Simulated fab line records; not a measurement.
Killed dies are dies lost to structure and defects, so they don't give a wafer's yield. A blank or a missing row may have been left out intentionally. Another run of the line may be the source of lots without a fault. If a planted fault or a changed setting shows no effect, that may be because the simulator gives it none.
Which tool did it? | flow sky130 | 12 lots with 36 wafers sampled at 2 steps, on a route of 708 steps

WHAT THE GAUGES READ, wafer by wafer
SKY_VIA2_BOW_MEAS_03.
lot  | measured     | on            | VIA2_BOW (um)
L075 | day 35 14:34 | film-metro-04 | 95 84 70
L077 | day 36 17:53 | film-metro-02 | 87 77 81
L078 | day 37 04:50 | film-metro-04 | 80 84 92
L081 | day 37 21:52 | film-metro-04 | 93 86 90
L083 | day 38 00:10 | film-metro-03 | 92 102 89
L085 | day 38 20:47 | film-metro-03 | 86 88 84
L087 | day 39 11:47 | film-metro-04 | 77 86 79
L088 | day 39 22:32 | film-metro-03 | 85 96 88
L091 | day 40 15:20 | film-metro-04 | 86 91 94
L093 | day 41 01:23 | film-metro-02 | 82 83 88
L095 | day 41 11:43 | film-metro-03 | 85 77 87
L097 | day 42 03:37 | film-metro-03 | 91 93 102

WHAT TOOL EACH LOT RAN ON (gives the tool, then ch and the chambers of the sampled wafers, and finally the start)
lot  | SKY_METAL2_DESCUM_17
L075 | rie-metal-02 ch 0, day 35 12:50
L077 | rie-metal-03 ch 0,1, day 36 16:37
L078 | rie-metal-02 ch 0,1, day 37 03:34
L081 | rie-metal-04 ch 0,1, day 37 20:34
L083 | rie-metal-02 ch 0,1, day 37 22:52
L085 | rie-metal-02 ch 1, day 38 19:28
L087 | rie-metal-04 ch 1, day 39 10:25
L088 | rie-metal-03 ch 0,1, day 39 21:13
L091 | rie-metal-04 ch 0,1, day 40 14:01
L093 | rie-metal-04 ch 0,1, day 41 00:07
L095 | rie-metal-04 ch 0,1, day 41 10:13
L097 | rie-metal-04 ch 0,1, day 42 02:19
- SKY_METAL2_DESCUM_17: chemistry O2, time 8 s.

THE ANSWER, worked out from the rows above alone
Rule: the lots themselves supply what counts as usual. Put in order of their means at a reading, lots are off if they are a third of the lots or fewer, leave a main group of 4 or more, and stand apart from it by a gap of 3 or more times the standard deviation of the main group's means; of several such gaps the widest counts. Not used: any main group whose means are identical at the precision the tables above print for the reading. A lot without any number at a reading at which 4 lots or more have one is off too. The other lots that the step has rows for count as sound.
Nothing can be told from this: no lot is off at any reading shown.

WHAT THE SIMULATOR PUT IN
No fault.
